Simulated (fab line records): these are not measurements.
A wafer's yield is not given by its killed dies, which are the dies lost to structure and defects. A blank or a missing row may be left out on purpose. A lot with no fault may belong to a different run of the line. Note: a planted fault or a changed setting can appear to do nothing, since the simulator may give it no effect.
Which of the tools did it? -- flow gf180mcu -- Sampling: 7 lots, 21 wafers, 3 of 602 route steps

WHAT THE GAUGES SHOWED, per wafer
GF_V5_CD_MEAS_14: target cd 260 nm.
lot,measured,on,cd nm (nm)
L109,day 27 16:40,cd sem-02,259.6 261.2 261.2
L111,day 28 12:46,cd sem-02,258.5 258.0 257.6
L117,day 29 22:37,cd sem-02,261.0 260.8 260.4
L126,day 32 08:37,cd sem-01,258.4 258.8 259.2
L130,day 33 06:19,cd sem-01,261.3 262.2 261.7

EACH LOT AND THE TOOL THAT RAN IT (in order: tool; ch and the chambers of the sampled wafers; start)
lot,GF_MIM_SPUTTER_03,GF_V5_CVD_00
L109,"pvd sputter-04, day 25 01:33","hdpcvd-01 ch 0,1,2, day 26 19:59"
L111,"pvd sputter-04, day 25 22:23","hdpcvd-01 ch 0,1,2, day 27 16:11"
L117,"pvd sputter-02, day 27 11:29","hdpcvd-02 ch 0,1,2, day 29 03:37"
L120,"pvd sputter-04, day 28 12:14","hdpcvd-01 ch 0,1,2, day 30 03:44"
L121,"pvd sputter-02, day 28 20:53","hdpcvd-02 ch 1,2, day 30 12:32"
L126,"pvd sputter-03, day 30 02:39","hdpcvd-01 ch 1,2, day 31 15:16"
L130,"pvd sputter-04, day 31 01:16","hdpcvd-01 ch 1,2, day 32 13:23"
- GF_MIM_SPUTTER_03: material Ti, target thk 10 nm, time 6.7 s.
- GF_V5_CVD_00: deposits SiO2, target thk 300 nm, time 50 s.

THE ANSWER, worked out from the rows above alone
Rule: usual is defined by the lots themselves. Put in order of their means at a reading, lots are off if they are a third of the lots or fewer, leave a main group of 4 or more, and stand apart from it by a gap of 3 or more times the standard deviation of the main group's means; of several such gaps the widest counts. If all means in a main group match to the digits the tables above print for the reading, that group is not used. A lot without any number at a reading at which 4 lots or more have one is off too. Where the step has rows for the other lots, those lots are counted as sound.
No lot is off on any of the readings shown, so nothing can be concluded from this.

WHAT THE SIMULATOR PUT IN
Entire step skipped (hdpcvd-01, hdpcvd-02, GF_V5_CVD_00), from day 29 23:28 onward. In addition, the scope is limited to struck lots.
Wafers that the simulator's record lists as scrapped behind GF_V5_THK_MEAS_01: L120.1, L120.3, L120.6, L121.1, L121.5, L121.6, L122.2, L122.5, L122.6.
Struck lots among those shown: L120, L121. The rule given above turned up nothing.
